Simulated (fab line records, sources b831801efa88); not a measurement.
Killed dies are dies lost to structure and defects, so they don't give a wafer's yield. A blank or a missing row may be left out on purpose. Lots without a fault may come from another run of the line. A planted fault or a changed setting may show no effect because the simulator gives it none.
A struck lot beside a sound one | flow sky130 | 37 steps out of a route of 708
Sound: wafers L781.1, L781.3, L781.4. Struck: wafers L792.1, L792.2, L792.5. The cause comes at the end.
At each step with rows: each side's tool, then ch and its chambers, then its first start. Under that, the readings that differ: sound wafers | struck wafers | difference of the means | sigmas: that difference in standard deviations of wafers without a fault.
alike: readings whose means differ by less than 2 such deviations, and words and numbers that are the same on both sides. not compared: withheld readings, readings that some wafer has no value for, bounds like >300 that may hide the same value, and numbers for which the record gives no deviation and whose values overlap.
The two part at a step that has a row with sigmas, a row that says differs or no value, or rows on one side only. Numbers that don't overlap but have no deviation are shown without sigmas and don't part them. A reading that every wafer of one side lacks parts them only if that side has two wafers or more.

first, 10 steps without rows for these wafers: SKY_LDD_LDN_SOFTBAKE_03 (time 60 s); SKY_LDD_LDN_EXPOSE_04 (exposes mask LDNTM, target cd 700 nm); SKY_LDD_LDN_PEB_05; SKY_LDD_LDN_DEVELOP_06 (develop time 60 s); SKY_LDD_LDN_IMPLANT_08; SKY_LDD_LDN_IMPLANT_09; SKY_LDD_LDN_IMPLANT_10; SKY_LDD_LDN_IMPLANT_11; SKY_LDD_LDN_STRIP_12 (strips in O2/N2); SKY_LDD_LDN_CLEAN_14 (cleans in SC1/SC2, time 150 s).
SKY_SPACER_CVD_00: deposits Si3N4 from DCS/NH3, target thk 43.1 nm, time 740 s.
  sound on lpcvd-02 ch 1, day 24 18:01; struck on lpcvd-02 ch 0, day 28 08:55
  reading                                  | sound             | struck            | difference | sigmas
  model.Si3N4_of_SPACER_CVD_00.thk_nm (nm) | 43.96 43.97 44.29 | 38.21 38.32 37.89 | -5.93      |
  alike: spike_tc_top_C
SKY_SPACER_THK_MEAS_01:
  sound on film_metro-01, day 24 19:14; struck on film_metro-04, day 28 10:22
  reading                | sound          | struck         | difference | sigmas
  SPACER_CVD_00_THK (nm) | 44.0 44.0 44.3 | 38.2 38.3 37.9 | -6.0       | -13
  not compared: hold
SKY_SPACER_ETCHBACK_02: etches Si3N4 in CH3F/O2, stops on SiO2, time 46.7 s, target depth 45 nm.
  sound on rie_diel-04 ch 0,1,3, day 24 19:17; struck on rie_diel-04 ch 0,1, day 28 11:11
  reading                  | sound             | struck                                                                     | difference                   | sigmas
  hold                     | - - -             | await_dispo/0.8h/release await_dispo/0.8h/release await_dispo/0.8h/release | no value on the sound wafers |
  oes_product_au (a.u.)    | 0.864 0.861 0.870 | 0.797 0.796 0.802                                                          | -0.067                       | -10
  model.etch.depth_nm (nm) | 43.96 43.97 44.29 | 38.21 38.32 37.89                                                          | -5.93                        |
  alike: drypump_motor_current_A, rf_fwd_power_W, throttle_valve_pct
  not compared: rf_hours_counter_h
then, 22 steps without rows for these wafers: SKY_POLY_CUT_DEHYDRATE_00 (time 60 s); SKY_POLY_CUT_HMDS_01 (prime time 60 s); SKY_POLY_CUT_COAT_02 (resist thk 60 nm); SKY_POLY_CUT_COAT_03 (resist thk 450 nm); SKY_POLY_CUT_SOFTBAKE_04 (time 90 s); SKY_POLY_CUT_EXPOSE_05 (exposes mask NPCM, target cd 270 nm); SKY_POLY_CUT_PEB_06; SKY_POLY_CUT_DEVELOP_07 (develop time 60 s); SKY_POLY_CUT_ETCH_10 (etches BARC in N2/H2, stops on SiO2, time 45.9 s, target depth 60 nm); SKY_POLY_CUT_ETCH_11 (etches Si3N4 in CF4/CH2F2/Ar, stops on poly-Si, time 42.5 s, target depth 60 nm); SKY_POLY_CUT_STRIP_12 (strips in O2/N2); SKY_SD_P_DEHYDRATE_00 (time 60 s); SKY_SD_P_HMDS_01 (prime time 60 s); SKY_SD_P_COAT_02 (resist thk 1140 nm); SKY_SD_P_SOFTBAKE_03 (time 60 s); SKY_SD_P_EXPOSE_04 (exposes mask PSDM, target cd 380 nm); SKY_SD_P_PEB_05; SKY_SD_P_DEVELOP_06 (develop time 60 s); SKY_SD_P_IMPLANT_09; SKY_SD_P_STRIP_10 (strips in O2/N2); SKY_RES_XHIGH_DEHYDRATE_00 (time 60 s); SKY_RES_XHIGH_HMDS_01 (prime time 60 s).
-- the record jumps here: 5 days lie between the struck wafers' starts before and after (it left off in module RES_XHIGH and takes up again in module SALICIDE, whose first step shown is number 361 of the route) --
SKY_SALICIDE_CLEAN_00: cleans in HF-last, time 30 s.
  sound on wet_bench-03 ch 2, day 29 14:04; struck on wet_bench-04 ch 3, day 33 02:44
  reading                                  | sound             | struck            | difference | sigmas
  model.Si3N4_of_SPACER_CVD_00.thk_nm (nm) | 42.99 42.99 43.32 | 37.24 37.36 36.92 | -5.93      |
-- the record jumps here: 16 days lie between the struck wafers' starts before and after (it left off in module SALICIDE and takes up again in module PAD_OPEN, whose first step shown is number 708 of the route) --
SKY_PAD_OPEN_PROBE_99:
  sound on prober-02, day 47 02:11; struck on prober-01, day 49 12:06
  reading                                 | sound             | struck            | difference | sigmas
  model.etest.pfet_01v8.r_on_ohm_um       | 2933 2969 2920    | 2770 2785 2815    | -151       |
  model.etest.sonos_uncharged.r_on_ohm_um | 800.2 813.5 813.9 | 766.7 780.8 769.8 | -36.8      |
  model.etest.pfet_01v8.drive_ua_um       | 191.3 185.5 193.8 | 203.5 202.2 197.2 | +10.8      |
  model.etest.pfet_01v8_hvt.drive_ua_um   | 141.8 137.7 141.4 | 151.1 152.5 145.7 | +9.5       |
  model.etest.pfet_01v8_mvt.drive_ua_um   | 150.8 149.3 149.1 | 155.3 155.1 152   | +4.4       |
  alike: killed_at_M0_to_M3, killed_at_M4_up, killed_at_contacts, killed_at_front_end, killed_at_other, killed_dies, killed_open, killed_short
  not compared: model.etest.sram_pfet_latch.drive_ua_um, model.etest.pfet_01v8_lvt.drive_ua_um, model.etest.ring_1v8.delay_ps

WHERE THEY PART
First at SKY_SPACER_THK_MEAS_01; last, within this record, at SKY_SPACER_ETCHBACK_02. Later steps at which nothing parts them and some readings are alike: SKY_PAD_OPEN_PROBE_99.

WHY: what the simulator had put in
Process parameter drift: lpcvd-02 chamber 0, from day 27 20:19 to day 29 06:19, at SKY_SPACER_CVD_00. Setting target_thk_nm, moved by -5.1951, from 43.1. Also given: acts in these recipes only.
